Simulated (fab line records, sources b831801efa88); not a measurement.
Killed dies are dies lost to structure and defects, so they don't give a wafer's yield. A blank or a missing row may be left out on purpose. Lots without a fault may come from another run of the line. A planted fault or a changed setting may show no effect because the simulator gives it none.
Which tool did it? | flow gf180mcu | 7 lots, 21 wafers sampled, at 2 steps of a route of 602

WHAT THE GAUGES READ, wafer by wafer
GF_VT_IMPLANT_TW_MEAS_43.
lot  | measured     | on            | VT_IMPLANT_4_TW
L294 | day 7 17:40  | film_metro-03 | 690 687 690
L296 | day 8 07:32  | film_metro-01 | 671 674 676
L299 | day 9 02:17  | film_metro-01 | 680 678 677
L301 | day 9 17:57  | film_metro-01 | 677 676 675
L303 | day 10 08:50 | film_metro-03 | 691 689 690
L308 | day 11 19:01 | film_metro-02 | 849 851 852
L313 | day 13 03:52 | film_metro-02 | 682 684 681

WHICH TOOL RAN EACH LOT (tool, then ch and the chambers of the sampled wafers, then the start)
lot  | GF_VT_IMPLANT_IMPLANT_41
L294 | implanter-04 ch 0, day 7 17:25
L296 | implanter-04 ch 0, day 8 07:14
L299 | implanter-01 ch 0, day 9 02:02
L301 | implanter-02 ch 0, day 9 17:42
L303 | implanter-02 ch 0, day 10 08:35
L308 | implanter-04 ch 0, day 11 18:20
L313 | implanter-02 ch 0, day 13 03:39
- GF_VT_IMPLANT_IMPLANT_41

THE ANSWER, worked out from the rows above alone
Rule: what is usual is taken from the lots themselves. Put in order of their means at a reading, lots are off if they are a third of the lots or fewer, leave a main group of 4 or more, and stand apart from it by a gap of 3 or more times the standard deviation of the main group's means; of several such gaps the widest counts. A main group whose means are all the same, to the digits that the tables above print for the reading, isn't used. A lot without any number at a reading at which 4 lots or more have one is off too. The other lots that the step has rows for count as sound.
Off: L308, at GF_VT_IMPLANT_TW_MEAS_43 (VT_IMPLANT_4_TW). The main group: mean 682, standard deviation 6.2.
A tool fits if, at a process step before that reading, it ran every lot that is off, and no sound lot after the first of them. The gauges at GF_VT_IMPLANT_TW_MEAS_43 are tried like those tools. One fits: implanter-04 at GF_VT_IMPLANT_IMPLANT_41. Its last sound lot is L296 (day 8 07:14), its first lot that is off L308 (day 11 18:20): a fault that began between those two fits.

WHAT THE SIMULATOR HAD PUT IN
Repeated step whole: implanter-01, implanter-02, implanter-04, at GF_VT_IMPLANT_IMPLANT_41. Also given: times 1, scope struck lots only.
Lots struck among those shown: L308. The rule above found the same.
